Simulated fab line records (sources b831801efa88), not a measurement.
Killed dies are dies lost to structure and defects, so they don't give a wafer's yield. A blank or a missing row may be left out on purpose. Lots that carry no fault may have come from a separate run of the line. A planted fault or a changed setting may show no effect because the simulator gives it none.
Lot-split experiment | flow gf180mcu | route with 602 steps; 5 lots, 23 wafers read

ABOUT THE SPLIT
At GF_M1_EXPOSE_11 (exposes mask Metal1, target cd 230 nm), the setting dose mj was moved away from the recipe's 28 on 8 of the 23 wafers read, by -5.0% to +2.3%. This setting was run at the recipe's value on the other wafers.

THE PATH FROM SPLIT TO READING: the file shows 1 step between them
- GF_M1_DEVELOP_13: develop time 60 s (also split here: develop time s)

THE READING
At GF_M1_CD_MEAS_14: cd nm in nanometres, against a target cd of 230 nm. A value of 229.8 nm with a standard deviation of 1.2 nm is what fault-free wafers of this fab line usually give.

wafer  | tool, chamber at the split | dose mj as run | against the recipe | cd nm, nm | against lot-mates on the recipe
L075.2 | krf scanner-01, 0          | 26.6           | -5.0%              | 239.4     | +9.8
L075.3 | krf scanner-01, 0          | 26.6           | -5.0%              | 237.4     | +7.8
L075.4 | krf scanner-01, 0          | 28             | recipe             | 229.5     | -
L075.5 | krf scanner-01, 0          | 28             | recipe             | 229.6     | -
L075.6 | krf scanner-01, 0          | 26.6           | -5.0%              | 237.4     | +7.8
L077.1 | krf scanner-02, 0          | 28             | recipe             | 228.1     | -
L077.2 | krf scanner-02, 0          | 28.65          | +2.3%              | 226.3     | -2.5
L077.4 | krf scanner-02, 0          | 28.65          | +2.3%              | 225.8     | -3.0
L077.5 | krf scanner-02, 0          | 28.65          | +2.3%              | 224.6     | -4.2
L077.6 | krf scanner-02, 0          | 28             | recipe             | 229.5     | -
L080.2 | krf scanner-01, 0          | 28             | recipe             | 228.3     | -
L080.3 | krf scanner-01, 0          | 28             | recipe             | 229.4     | -
L080.6 | krf scanner-01, 0          | 28             | recipe             | 228.8     | -
L084.1 | krf scanner-01, 0          | 28             | recipe             | 230.2     | -
L084.2 | krf scanner-01, 0          | 28             | recipe             | 227.8     | -
L084.3 | krf scanner-01, 0          | 28             | recipe             | 227.4     | -
L084.5 | krf scanner-01, 0          | 28             | recipe             | 227.9     | -
L084.6 | krf scanner-01, 0          | 28             | recipe             | 228.7     | -
L085.1 | krf scanner-02, 0          | 28             | recipe             | 230.7     | -
L085.2 | krf scanner-02, 0          | 28             | recipe             | 231.5     | -
L085.3 | krf scanner-02, 0          | 28             | recipe             | 229.5     | -
L085.4 | krf scanner-02, 0          | 27.24          | -2.7%              | 234.4     | +3.8
L085.5 | krf scanner-02, 0          | 27.24          | -2.7%              | 234.0     | +3.4

THE FIT
A straight line over all 23 wafers: cd nm changes by -1.75 nm for each +1% of dose mj; r = -0.96; the points scatter about the line by 1.1 nm.
The same after taking each lot's own level away (the mean of its wafers on the recipe; 23 wafers): -1.6 nm for each +1%; r = -0.97; scatter 0.85 nm.
The reading moves by 8 nm for the largest change in dose mj, on that fit.
The lots' own levels span 228.40 to 230.57 nm, that is 1.8 times the standard deviation above.
Consequently the slope shifts little with the lot-to-lot level, the two slopes agreeing.
Check: with one of the wafers moved furthest among these (-5.0%) left out of the fit, the line predicts +7.48 nm for it against its lot-mates. Against them it came out at +9.85 nm.

OTHER SPLITS ON THESE WAFERS
These wafers also went through other splits before the reading. Each is held against what the fit with the lots' levels taken away leaves over:
other split on the same wafers  | wafers away from the commonest value | r with cd nm (lot level and that fit taken away)
GF_CONTACT_CVD_24 temp c        | 7                                    | +0.14
GF_M1_DEVELOP_13 develop time s | 8                                    | -0.17

THE WHOLE CHAIN: every reading that the file lists as answering this split, in the file's order
step                | what it does                                                                         | reading                                                   | change (the file's fit)              | r (the file's)
GF_M1_CD_MEAS_14    | target cd 230 nm                                                                     | cd nm                                                     | -1.59 nm for each +1% of the setting | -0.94
GF_M1_METAL_ETCH_16 | etches the open film in Cl2/BCl3, stops on SiO2, target depth 627.5 nm, time 104.6 s | M1.cd nm (the simulator's own value, which no gauge read) | -1.12 nm for each +1% of the setting | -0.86

THE FILE'S OWN FIT
cd nm changes by -1.59 nm for each +1% of dose mj, r = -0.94.
